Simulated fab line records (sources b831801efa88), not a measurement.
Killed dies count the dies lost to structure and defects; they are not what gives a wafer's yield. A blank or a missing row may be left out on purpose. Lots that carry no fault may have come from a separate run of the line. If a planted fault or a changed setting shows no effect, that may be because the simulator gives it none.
fab line records / flow sfq_line
[record] lots = 7 wafers = 19 last_day = 76
route steps=325 shown I7@309 M8@311
lots with no fault: from the same line, run without faults
start_h: hours from the record's first day to the start of the lot's first wafer shown / wait_h: time in hours since the lot's previous step / " repeats the value in the row above / L1.1+2: a row that stands for several wafers / - either no value or no given start / * or withheld: withheld / < > ~ a bound
route shown NAME@n: NAME is a module with steps in the file, n the number in the route of the first one / usual: the fault-free wafers' mean and standard deviation / same: alike in all rows / chamber/n: place in a boat / sites: per-site readings / _std_site: how widely they spread, as a standard deviation / _edge_site: outer sites' mean less inner sites' / radius_mm: for every site, how far away it sits from the centre of the wafer / mask NAME#n: copy n / behind: the tool/chamber that last shaped the wafer / hold: reason for holding the lot/hours on hold/outcome of the hold / device: names the non-switching transistor (n, p or np) / end of line: the route-end tests of the same wafers / a step with no rows: only its recipe / killed: dies lost to structure and defects at the first sort, not the wafer's yield / map: dies across one wafer; x = killed, . = not, _ = none there
set.NAME: the run value of the setting; set.NAME@STEP: its run value at that earlier step / model.NAME: the simulator's own value behind a step, which no gauge read
lots at some steps of the route; a table a step, a row a wafer
services: the hour from which a tool's chamber was out of use, counted from the record's first day as start_h (under 0 if before that day), plus the number of hours and why
[[steps]]
[step SFQ_TRILAYER_I7_VIA_STRIP_STRIP_191]
[recipe] gas = O2 power_w = 200 platen_temp_c = 40 overash_fraction = 0.65 chemistry = O2 pressure_mtorr = 50
[usual] drypump_motor_current_A = 5.7/0.42 oes_product_au = 1.009/0.012
lot.wafer=L722.1 tool=rie_metal-02 chamber=1 start_h=1635.44 wait_h=- drypump_motor_current_A=5.6 oes_product_au=0.999 rf_hours_counter_h=94
lot.wafer=L722.4 tool=rie_metal-02 chamber=0 start_h=1635.44 wait_h=- drypump_motor_current_A=6.3 oes_product_au=1.002 rf_hours_counter_h=-
lot.wafer=L722.6 tool=rie_metal-02 chamber=0 start_h=1635.44 wait_h=- drypump_motor_current_A=6.3 oes_product_au=0.992 rf_hours_counter_h=-
lot.wafer=L723.1 tool=rie_metal-04 chamber=1 start_h=1645.04 wait_h=- drypump_motor_current_A=5.8 oes_product_au=0.986 rf_hours_counter_h=8
lot.wafer=L723.3 tool=rie_metal-04 chamber=1 start_h=1645.04 wait_h=- drypump_motor_current_A=5.8 oes_product_au=0.998 rf_hours_counter_h=-
lot.wafer=L723.5 tool=rie_metal-04 chamber=1 start_h=1645.04 wait_h=- drypump_motor_current_A=5.8 oes_product_au=0.996 rf_hours_counter_h=-
lot.wafer=L731.2 tool=rie_metal-04 chamber=1 start_h=1695.54 wait_h=- drypump_motor_current_A=5.9 oes_product_au=1.007 rf_hours_counter_h=12
lot.wafer=L731.4 tool=rie_metal-04 chamber=0 start_h=1695.54 wait_h=- drypump_motor_current_A=6.0 oes_product_au=1.017 rf_hours_counter_h=-
lot.wafer=L733.2 tool=rie_metal-02 chamber=0 start_h=1717.27 wait_h=- drypump_motor_current_A=6.3 oes_product_au=1.023 rf_hours_counter_h=88
lot.wafer=L733.4 tool=rie_metal-02 chamber=1 start_h=1717.27 wait_h=- drypump_motor_current_A=5.6 oes_product_au=1.003 rf_hours_counter_h=-
lot.wafer=L735.1 tool=rie_metal-03 chamber=1 start_h=1726.83 wait_h=- drypump_motor_current_A=5.3 oes_product_au=1.007 rf_hours_counter_h=34
lot.wafer=L735.3 tool=rie_metal-03 chamber=0 start_h=1726.83 wait_h=- drypump_motor_current_A=5.1 oes_product_au=1.024 rf_hours_counter_h=-
lot.wafer=L735.5 tool=rie_metal-03 chamber=1 start_h=1726.83 wait_h=- drypump_motor_current_A=5.3 oes_product_au=1.008 rf_hours_counter_h=-
lot.wafer=L738.1 tool=rie_metal-03 chamber=1 start_h=1741.23 wait_h=- drypump_motor_current_A=5.3 oes_product_au=1.006 rf_hours_counter_h=36
lot.wafer=L738.5 tool=rie_metal-03 chamber=0 start_h=1741.23 wait_h=- drypump_motor_current_A=5.1 oes_product_au=1.014 rf_hours_counter_h=-
lot.wafer=L738.6 tool=rie_metal-03 chamber=1 start_h=1741.23 wait_h=- drypump_motor_current_A=5.3 oes_product_au=1.012 rf_hours_counter_h=-
lot.wafer=L740.4 tool=rie_metal-03 chamber=0 start_h=1747.43 wait_h=- drypump_motor_current_A=5.1 oes_product_au=1.019 rf_hours_counter_h=-
lot.wafer=L740.5 tool=rie_metal-03 chamber=0 start_h=1747.43 wait_h=- drypump_motor_current_A=5.1 oes_product_au=1.016 rf_hours_counter_h=-
lot.wafer=L740.6 tool=rie_metal-03 chamber=1 start_h=1747.43 wait_h=- drypump_motor_current_A=5.3 oes_product_au=0.999 rf_hours_counter_h=-
[step SFQ_TRILAYER_I7_VIA_STRIP_SOLV_CLEAN_192]
[recipe] chemistry = NMP temp_c = 70 time_s = 600
[step SFQ_TRILAYER_M8_LITHO_LOR_COAT_197]
[recipe] resist = lift-off spin_rpm = 3000
[step SFQ_TRILAYER_M8_LITHO_LOR_BAKE_198]
[recipe] resist = lift-off temp_c = withheld time_s = withheld
[step SFQ_TRILAYER_M8_LITHO_COAT_193]
[recipe] resist = KrF spin_rpm = 3000 resist_thk_nm = 600
[step SFQ_TRILAYER_M8_LITHO_SOFTBAKE_199]
[recipe] temp_c = withheld time_s = withheld resist = KrF
[step SFQ_TRILAYER_M8_LITHO_EXPOSE_194]
[recipe] mask_id = M8 na = 0.6 source_shape = conventional sigma_outer = 0.65 target_cd_nm = 2000 dose_mj = 14.4
[step SFQ_TRILAYER_M8_LITHO_PEB_196]
[recipe] peb_temp_c = 115 peb_time_s = 60 resist = KrF
[step SFQ_TRILAYER_M8_LITHO_DEVELOP_195]
[recipe] img_clear_s = 15 time_s = 55 resist = KrF
[step SFQ_M8_OVL_MEAS_948]
[usual] M8_OVL = -1/5.3
lot.wafer=L722.1 tool=overlay-02 chamber=- start_h=1658.68 wait_h=0.1 M8_OVL[nm]=-9
lot.wafer=L722.4 tool=overlay-02 chamber=- start_h=1658.68 wait_h=0.1 M8_OVL[nm]=-7
lot.wafer=L722.6 tool=overlay-02 chamber=- start_h=1658.68 wait_h=0.1 M8_OVL[nm]=-11
lot.wafer=L723.1 tool=overlay-02 chamber=- start_h=1667.08 wait_h=0.1 M8_OVL[nm]=1
lot.wafer=L723.3 tool=overlay-02 chamber=- start_h=1667.08 wait_h=0.1 M8_OVL[nm]=4
lot.wafer=L723.5 tool=overlay-02 chamber=- start_h=1667.08 wait_h=0.1 M8_OVL[nm]=-4
lot.wafer=L731.2 tool=overlay-02 chamber=- start_h=1708.63 wait_h=0.1 M8_OVL[nm]=-4
lot.wafer=L731.4 tool=overlay-02 chamber=- start_h=1708.63 wait_h=0.1 M8_OVL[nm]=0
lot.wafer=L733.2 tool=overlay-02 chamber=- start_h=1726.73 wait_h=0.1 M8_OVL[nm]=-7
lot.wafer=L733.4 tool=overlay-02 chamber=- start_h=1726.73 wait_h=0.1 M8_OVL[nm]=-5
lot.wafer=L735.1 tool=overlay-02 chamber=- start_h=1732.80 wait_h=0.1 M8_OVL[nm]=2
lot.wafer=L735.3 tool=overlay-02 chamber=- start_h=1732.80 wait_h=0.1 M8_OVL[nm]=1
lot.wafer=L735.5 tool=overlay-02 chamber=- start_h=1732.80 wait_h=0.1 M8_OVL[nm]=7
lot.wafer=L738.1 tool=overlay-01 chamber=- start_h=1751.17 wait_h=0.1 M8_OVL[nm]=0
lot.wafer=L738.5 tool=overlay-01 chamber=- start_h=1751.17 wait_h=0.1 M8_OVL[nm]=7
lot.wafer=L738.6 tool=overlay-01 chamber=- start_h=1751.17 wait_h=0.1 M8_OVL[nm]=0
lot.wafer=L740.4 tool=overlay-01 chamber=- start_h=1818.85 wait_h=0.1 M8_OVL[nm]=-1
lot.wafer=L740.5 tool=overlay-01 chamber=- start_h=1818.85 wait_h=0.1 M8_OVL[nm]=-6
lot.wafer=L740.6 tool=overlay-01 chamber=- start_h=1818.85 wait_h=0.1 M8_OVL[nm]=-3
[step SFQ_TRILAYER_M8_DEP_EVAP_197]
[recipe] material = Ti angular_spread_deg = 1 target_thk_nm = 20 time_s = 100 power_w = 2000
[step SFQ_TRILAYER_M8_DEP_EVAP_198]
[recipe] material = Pt angular_spread_deg = 1 target_thk_nm = 50 time_s = 250 power_w = 2000
[step SFQ_TRILAYER_M8_DEP_EVAP_196]
[recipe] material = Au angular_spread_deg = 1 target_thk_nm = 180 time_s = 900 power_w = 2000
lot.wafer=L722.1 tool=pvd_sputter-01 chamber=- start_h=1658.94 wait_h=0.1 model.Au_of_TRILAYER_M8_DEP_EVAP_196.thk_nm=184.3
lot.wafer=L722.4 tool=pvd_sputter-01 chamber=- start_h=1658.94 wait_h=0.1 model.Au_of_TRILAYER_M8_DEP_EVAP_196.thk_nm=181.1
lot.wafer=L722.6 tool=pvd_sputter-01 chamber=- start_h=1658.94 wait_h=0.1 model.Au_of_TRILAYER_M8_DEP_EVAP_196.thk_nm=182.1
lot.wafer=L723.1 tool=pvd_sputter-02 chamber=- start_h=1667.34 wait_h=0.1 model.Au_of_TRILAYER_M8_DEP_EVAP_196.thk_nm=180.3
lot.wafer=L723.3 tool=pvd_sputter-02 chamber=- start_h=1667.34 wait_h=0.1 model.Au_of_TRILAYER_M8_DEP_EVAP_196.thk_nm=178.1
lot.wafer=L723.5 tool=pvd_sputter-02 chamber=- start_h=1667.34 wait_h=0.1 model.Au_of_TRILAYER_M8_DEP_EVAP_196.thk_nm=179.5
lot.wafer=L731.2 tool=pvd_sputter-02 chamber=- start_h=1708.89 wait_h=0.1 model.Au_of_TRILAYER_M8_DEP_EVAP_196.thk_nm=180.6
lot.wafer=L731.4 tool=pvd_sputter-02 chamber=- start_h=1708.89 wait_h=0.1 model.Au_of_TRILAYER_M8_DEP_EVAP_196.thk_nm=188.2
lot.wafer=L733.2 tool=pvd_sputter-02 chamber=- start_h=1726.99 wait_h=0.1 model.Au_of_TRILAYER_M8_DEP_EVAP_196.thk_nm=182.7
lot.wafer=L733.4 tool=pvd_sputter-02 chamber=- start_h=1726.99 wait_h=0.1 model.Au_of_TRILAYER_M8_DEP_EVAP_196.thk_nm=189.6
lot.wafer=L735.1 tool=pvd_sputter-02 chamber=- start_h=1733.06 wait_h=0.1 model.Au_of_TRILAYER_M8_DEP_EVAP_196.thk_nm=190.1
lot.wafer=L735.3 tool=pvd_sputter-02 chamber=- start_h=1733.06 wait_h=0.1 model.Au_of_TRILAYER_M8_DEP_EVAP_196.thk_nm=180.2
lot.wafer=L735.5 tool=pvd_sputter-02 chamber=- start_h=1733.06 wait_h=0.1 model.Au_of_TRILAYER_M8_DEP_EVAP_196.thk_nm=180.5
lot.wafer=L738.1 tool=pvd_sputter-01 chamber=- start_h=1751.43 wait_h=0.1 model.Au_of_TRILAYER_M8_DEP_EVAP_196.thk_nm=182.7
lot.wafer=L738.5 tool=pvd_sputter-01 chamber=- start_h=1751.43 wait_h=0.1 model.Au_of_TRILAYER_M8_DEP_EVAP_196.thk_nm=179.3
lot.wafer=L738.6 tool=pvd_sputter-01 chamber=- start_h=1751.43 wait_h=0.1 model.Au_of_TRILAYER_M8_DEP_EVAP_196.thk_nm=178.5
lot.wafer=L740.4 tool=pvd_sputter-01 chamber=- start_h=1819.10 wait_h=0.1 model.Au_of_TRILAYER_M8_DEP_EVAP_196.thk_nm=180.1
lot.wafer=L740.5 tool=pvd_sputter-01 chamber=- start_h=1819.10 wait_h=0.1 model.Au_of_TRILAYER_M8_DEP_EVAP_196.thk_nm=177.2
lot.wafer=L740.6 tool=pvd_sputter-01 chamber=- start_h=1819.10 wait_h=0.1 model.Au_of_TRILAYER_M8_DEP_EVAP_196.thk_nm=180
[step SFQ_M8_RS_MEAS_949]
[recipe] thk_meas_gauge = four-point-probe reads = Au_of_TRILAYER_M8_DEP_EVAP_196+Pt_of_TRILAYER_M8_DEP_EVAP_198+Ti_of_TRILAYER_M8_DEP_EVAP_197
[usual] M8_AU_RS = 0.1537/0.002
lot.wafer=L722.1 tool=film_metro-02 chamber=- start_h=1659.46 wait_h=0.3 M8_AU_RS[ohm/sq]=0.1502
lot.wafer=L722.4 tool=film_metro-02 chamber=- start_h=1659.46 wait_h=0.3 M8_AU_RS[ohm/sq]=0.1529
lot.wafer=L722.6 tool=film_metro-02 chamber=- start_h=1659.46 wait_h=0.3 M8_AU_RS[ohm/sq]=0.1521
lot.wafer=L723.1 tool=film_metro-01 chamber=- start_h=1667.86 wait_h=0.3 M8_AU_RS[ohm/sq]=0.1538
lot.wafer=L723.3 tool=film_metro-01 chamber=- start_h=1667.86 wait_h=0.3 M8_AU_RS[ohm/sq]=0.1553
lot.wafer=L723.5 tool=film_metro-01 chamber=- start_h=1667.86 wait_h=0.3 M8_AU_RS[ohm/sq]=0.1540
lot.wafer=L731.2 tool=film_metro-02 chamber=- start_h=1709.43 wait_h=0.3 M8_AU_RS[ohm/sq]=0.1533
lot.wafer=L731.4 tool=film_metro-02 chamber=- start_h=1709.43 wait_h=0.3 M8_AU_RS[ohm/sq]=0.1468
lot.wafer=L733.2 tool=film_metro-02 chamber=- start_h=1727.53 wait_h=0.3 M8_AU_RS[ohm/sq]=0.1513
lot.wafer=L733.4 tool=film_metro-02 chamber=- start_h=1727.53 wait_h=0.3 M8_AU_RS[ohm/sq]=0.1462
lot.wafer=L735.1 tool=film_metro-04 chamber=- start_h=1733.58 wait_h=0.3 M8_AU_RS[ohm/sq]=0.1456
lot.wafer=L735.3 tool=film_metro-04 chamber=- start_h=1733.58 wait_h=0.3 M8_AU_RS[ohm/sq]=0.1535
lot.wafer=L735.5 tool=film_metro-04 chamber=- start_h=1733.58 wait_h=0.3 M8_AU_RS[ohm/sq]=0.1535
lot.wafer=L738.1 tool=film_metro-01 chamber=- start_h=1751.95 wait_h=0.3 M8_AU_RS[ohm/sq]=0.1509
lot.wafer=L738.5 tool=film_metro-01 chamber=- start_h=1751.95 wait_h=0.3 M8_AU_RS[ohm/sq]=0.1545
lot.wafer=L738.6 tool=film_metro-01 chamber=- start_h=1751.95 wait_h=0.3 M8_AU_RS[ohm/sq]=0.1552
lot.wafer=L740.4 tool=film_metro-02 chamber=- start_h=1819.67 wait_h=0.3 M8_AU_RS[ohm/sq]=0.1537
lot.wafer=L740.5 tool=film_metro-02 chamber=- start_h=1819.67 wait_h=0.3 M8_AU_RS[ohm/sq]=0.1566
lot.wafer=L740.6 tool=film_metro-02 chamber=- start_h=1819.67 wait_h=0.3 M8_AU_RS[ohm/sq]=0.1542
[step SFQ_M8_THK_MEAS_950]
[recipe] thk_meas_gauge = xrf reads = Au_of_TRILAYER_M8_DEP_EVAP_196
[usual] M8_AU_THK = 176.5/2.3
lot.wafer=L722.1 tool=film_metro-02 chamber=- start_h=1659.58 wait_h=0.1 M8_AU_THK[nm]=181.0
lot.wafer=L722.4 tool=film_metro-02 chamber=- start_h=1659.58 wait_h=0.1 M8_AU_THK[nm]=178.2
lot.wafer=L722.6 tool=film_metro-02 chamber=- start_h=1659.58 wait_h=0.1 M8_AU_THK[nm]=178.1
lot.wafer=L723.1 tool=film_metro-01 chamber=- start_h=1667.98 wait_h=0.1 M8_AU_THK[nm]=175.3
lot.wafer=L723.3 tool=film_metro-01 chamber=- start_h=1667.98 wait_h=0.1 M8_AU_THK[nm]=173.6
lot.wafer=L723.5 tool=film_metro-01 chamber=- start_h=1667.98 wait_h=0.1 M8_AU_THK[nm]=175.3
lot.wafer=L731.2 tool=film_metro-02 chamber=- start_h=1709.54 wait_h=0.1 M8_AU_THK[nm]=177.0
lot.wafer=L731.4 tool=film_metro-02 chamber=- start_h=1709.54 wait_h=0.1 M8_AU_THK[nm]=183.3
lot.wafer=L733.2 tool=film_metro-02 chamber=- start_h=1727.64 wait_h=0.1 M8_AU_THK[nm]=178.8
lot.wafer=L733.4 tool=film_metro-02 chamber=- start_h=1727.64 wait_h=0.1 M8_AU_THK[nm]=184.5
lot.wafer=L735.1 tool=film_metro-04 chamber=- start_h=1733.70 wait_h=0.1 M8_AU_THK[nm]=186.9
lot.wafer=L735.3 tool=film_metro-04 chamber=- start_h=1733.70 wait_h=0.1 M8_AU_THK[nm]=178.2
lot.wafer=L735.5 tool=film_metro-04 chamber=- start_h=1733.70 wait_h=0.1 M8_AU_THK[nm]=178.2
lot.wafer=L738.1 tool=film_metro-01 chamber=- start_h=1752.07 wait_h=0.1 M8_AU_THK[nm]=177.4
lot.wafer=L738.5 tool=film_metro-01 chamber=- start_h=1752.07 wait_h=0.1 M8_AU_THK[nm]=175.1
lot.wafer=L738.6 tool=film_metro-01 chamber=- start_h=1752.07 wait_h=0.1 M8_AU_THK[nm]=174.4
lot.wafer=L740.4 tool=film_metro-02 chamber=- start_h=1819.76 wait_h=0.1 M8_AU_THK[nm]=175.1
lot.wafer=L740.5 tool=film_metro-02 chamber=- start_h=1819.76 wait_h=0.1 M8_AU_THK[nm]=173.3
lot.wafer=L740.6 tool=film_metro-02 chamber=- start_h=1819.76 wait_h=0.1 M8_AU_THK[nm]=174.5
[step SFQ_TRILAYER_M8_LIFTOFF_LIFTOFF_197]
[recipe] temp_c = 80 time_s = 600 chemistry = NMP
[step SFQ_M8_BOW_MEAS_951]
[recipe] mode = bow
[usual] M8_BOW = 5/12
lot.wafer=L722.1 tool=film_metro-01 chamber=- start_h=1659.81 wait_h=0.0 M8_BOW[um]=-23 model.etest.m8.ohm_sq=0.1502
lot.wafer=L722.4 tool=film_metro-01 chamber=- start_h=1659.81 wait_h=0.0 M8_BOW[um]=3 model.etest.m8.ohm_sq=0.1529
lot.wafer=L722.6 tool=film_metro-01 chamber=- start_h=1659.81 wait_h=0.0 M8_BOW[um]=-1 model.etest.m8.ohm_sq=0.1521
lot.wafer=L723.1 tool=film_metro-04 chamber=- start_h=1668.39 wait_h=0.0 M8_BOW[um]=17 model.etest.m8.ohm_sq=0.1536
lot.wafer=L723.3 tool=film_metro-04 chamber=- start_h=1668.39 wait_h=0.0 M8_BOW[um]=17 model.etest.m8.ohm_sq=0.1555
lot.wafer=L723.5 tool=film_metro-04 chamber=- start_h=1668.39 wait_h=0.0 M8_BOW[um]=10 model.etest.m8.ohm_sq=0.1543
lot.wafer=L731.2 tool=film_metro-01 chamber=- start_h=1709.78 wait_h=0.0 M8_BOW[um]=1 model.etest.m8.ohm_sq=0.1533
lot.wafer=L731.4 tool=film_metro-01 chamber=- start_h=1709.78 wait_h=0.0 M8_BOW[um]=-1 model.etest.m8.ohm_sq=0.1471
lot.wafer=L733.2 tool=film_metro-01 chamber=- start_h=1727.88 wait_h=0.0 M8_BOW[um]=6 model.etest.m8.ohm_sq=0.1515
lot.wafer=L733.4 tool=film_metro-01 chamber=- start_h=1727.88 wait_h=0.0 M8_BOW[um]=3 model.etest.m8.ohm_sq=0.1461
lot.wafer=L735.1 tool=film_metro-01 chamber=- start_h=1733.95 wait_h=0.0 M8_BOW[um]=0 model.etest.m8.ohm_sq=0.1457
lot.wafer=L735.3 tool=film_metro-01 chamber=- start_h=1733.95 wait_h=0.0 M8_BOW[um]=9 model.etest.m8.ohm_sq=0.1536
lot.wafer=L735.5 tool=film_metro-01 chamber=- start_h=1733.95 wait_h=0.0 M8_BOW[um]=5 model.etest.m8.ohm_sq=0.1534
lot.wafer=L738.1 tool=film_metro-04 chamber=- start_h=1752.31 wait_h=0.0 M8_BOW[um]=-5 model.etest.m8.ohm_sq=0.1516
lot.wafer=L738.5 tool=film_metro-04 chamber=- start_h=1752.31 wait_h=0.0 M8_BOW[um]=-3 model.etest.m8.ohm_sq=0.1544
lot.wafer=L738.6 tool=film_metro-04 chamber=- start_h=1752.31 wait_h=0.0 M8_BOW[um]=-8 model.etest.m8.ohm_sq=0.1552
lot.wafer=L740.4 tool=film_metro-01 chamber=- start_h=1820.20 wait_h=0.1 M8_BOW[um]=6 model.etest.m8.ohm_sq=0.1537
lot.wafer=L740.5 tool=film_metro-01 chamber=- start_h=1820.20 wait_h=0.1 M8_BOW[um]=4 model.etest.m8.ohm_sq=0.1562
lot.wafer=L740.6 tool=film_metro-01 chamber=- start_h=1820.20 wait_h=0.1 M8_BOW[um]=13 model.etest.m8.ohm_sq=0.1538
[[services]]
tool=pvd_sputter-01 chamber=- start_h=1632.00 hours=3.4 kind=repair
tool=rie_metal-02 chamber=- start_h=1632.57 hours=2.8 kind=pm
tool=rie_metal-03 chamber=- start_h=1636.12 hours=0.2 kind=repair
tool=rie_metal-04 chamber=1 start_h=1661.55 hours=25.4 kind=repair
tool=rie_metal-04 chamber=- start_h=1666.38 hours=0.6 kind=repair
tool=pvd_sputter-02 chamber=- start_h=1695.96 hours=0.9 kind=repair
[[key]]
[first_sign] step = SFQ_M8_RS_MEAS_949 reading = M8_AU_RS direction = down sigmas = 3.8 usual = 0.1537 struck = 0.1462
[effect] step = SFQ_M8_THK_MEAS_950 reading = M8_AU_THK direction = up sigmas = 3.6 usual = 176.5 struck = 184.9
[model_effect] step = SFQ_TRILAYER_M8_DEP_EVAP_196 value = Au_of_TRILAYER_M8_DEP_EVAP_196.thk_nm without = 180.1 struck = 189.3
[model_effect] step = SFQ_M8_BOW_MEAS_951 value = etest.m8.ohm_sq without = 0.1538 struck = 0.1463
met_at SFQ_TRILAYER_M8_DEP_EVAP_196
struck_wafers L731.4,L733.4,L735.1
onset_between 1667.34 1708.89
[fault] kind = process_parameter_drift tool = pvd_sputter-02 chamber = - onset_h = 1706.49 steps = SFQ_TRILAYER_M8_DEP_EVAP_196 channel = target_thk_nm offset = 9.2124 shape = step end_h = 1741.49 scope = struck_wafers_only acts_in = these_recipes_only stated = 180
